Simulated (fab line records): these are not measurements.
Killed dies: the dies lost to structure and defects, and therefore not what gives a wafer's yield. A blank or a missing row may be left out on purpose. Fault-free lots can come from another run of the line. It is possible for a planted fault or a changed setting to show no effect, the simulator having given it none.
Struck lot and sound lot, side by side || flow gf180mcu || 14 out of 602 route steps
Sound: the wafers L289.1, L289.2, L289.3. Wafers struck: L283.1, L283.4, L283.5. The cause comes at the end.
For every step that has rows: the tool of each side, followed by ch and its chambers, followed by its first start. Under that, the readings that differ: sound wafers || struck wafers || difference of the means || sigmas: that difference in standard deviations of wafers without a fault.
alike: words and numbers the same on both sides, and readings whose means are apart by under 2 such deviations; not compared: readings that were withheld, readings missing a value for some wafer, numbers with overlapping values and no deviation given by the record, and bounds like >300 which may hide the same value.
Wherever a step has rows on one side only, a row that says differs or no value, or a row with sigmas, the two part there. Non-overlapping numbers with no deviation appear without sigmas and do not part them. A reading missing from all wafers of one side parts the sides only when that side holds two or more wafers.

first, 1 step without rows for these wafers: GF_V4_CLEAN_20 (cleans in DIW).
GF_V4_SPUTTER_21: material Ti, target thk 15 nm, time 80.02 s.
  struck on pvd_sputter-01, day 25 16:55; sound on pvd_sputter-01, day 27 19:17
  alike: throttle_valve_pct
GF_V4_SPUTTER_22: material TiN, target thk 10 nm, time 40 s.
  struck on pvd_sputter-01, day 25 16:58; sound on pvd_sputter-01, day 27 19:20
  alike: throttle_valve_pct
then, 1 step without rows for these wafers: GF_V4_CVD_23 (deposits W, target thk 350 nm, time 104.9 s).
GF_V4_RS_MEAS_24: uses a four-point probe to measure.
  struck on film_metro-04, day 25 17:08; sound on film_metro-03, day 27 19:29
  alike: V4_W_RS
GF_V4_THK_MEAS_25: measures by xrf.
  struck on film_metro-04, day 25 17:15; sound on film_metro-03, day 27 19:37
  alike: V4_W_THK
then, 3 steps without rows for these wafers: GF_V4_CMP_26 (polishes, stops on SiO2, t overpolish 15 s, target thk 0 nm); GF_MIM_SPUTTER_00 (material Ti, target thk 37.5 nm, time 150 s); GF_MIM_SPUTTER_01 (material TiN, target thk 30 nm, time 25 s).
GF_MIM_SPUTTER_02: material AlCu, target thk 450 nm, time 23.9 s.
  struck on pvd_sputter-04, day 25 17:44; sound on pvd_sputter-04, day 27 20:06
  alike: throttle_valve_pct
GF_MIM_SPUTTER_03: material Ti, target thk 10 nm, time 6.7 s.
  struck on pvd_sputter-04, day 25 17:46; sound on pvd_sputter-04, day 27 20:08
  alike: throttle_valve_pct
GF_MIM_SPUTTER_04: material TiN, target thk 50 nm, time 41.7 s.
  struck on pvd_sputter-04, day 25 17:47; sound on pvd_sputter-04, day 27 20:09
  alike: throttle_valve_pct
GF_MIM_CVD_05: deposits Si3N4, target thk 42 nm, time 29.086 s.
  sound on pecvd-04 ch 0,1,2, day 27 20:11; struck on pecvd-04 ch 0,2, day 25 17:50
  no value came back on the struck wafers for heater_power_outer_w (W), heater_power_w (W), since_wet_clean_h (h), time_s (s); on the sound wafers heater_power_outer_w (W) reads 329 467 370
GF_PASSIVATION_PROBE_99:
  rows exist in the record for the sound wafers here (prober-02, day 31 22:03), none for the struck ones

== WHERE THEY PART ==
At GF_MIM_CVD_05 first; at GF_PASSIVATION_PROBE_99 last (within this record only).

WHY: what the simulator had put in
Step skipped in full: pecvd-04, at GF_MIM_CVD_05, from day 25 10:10 onward. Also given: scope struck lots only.
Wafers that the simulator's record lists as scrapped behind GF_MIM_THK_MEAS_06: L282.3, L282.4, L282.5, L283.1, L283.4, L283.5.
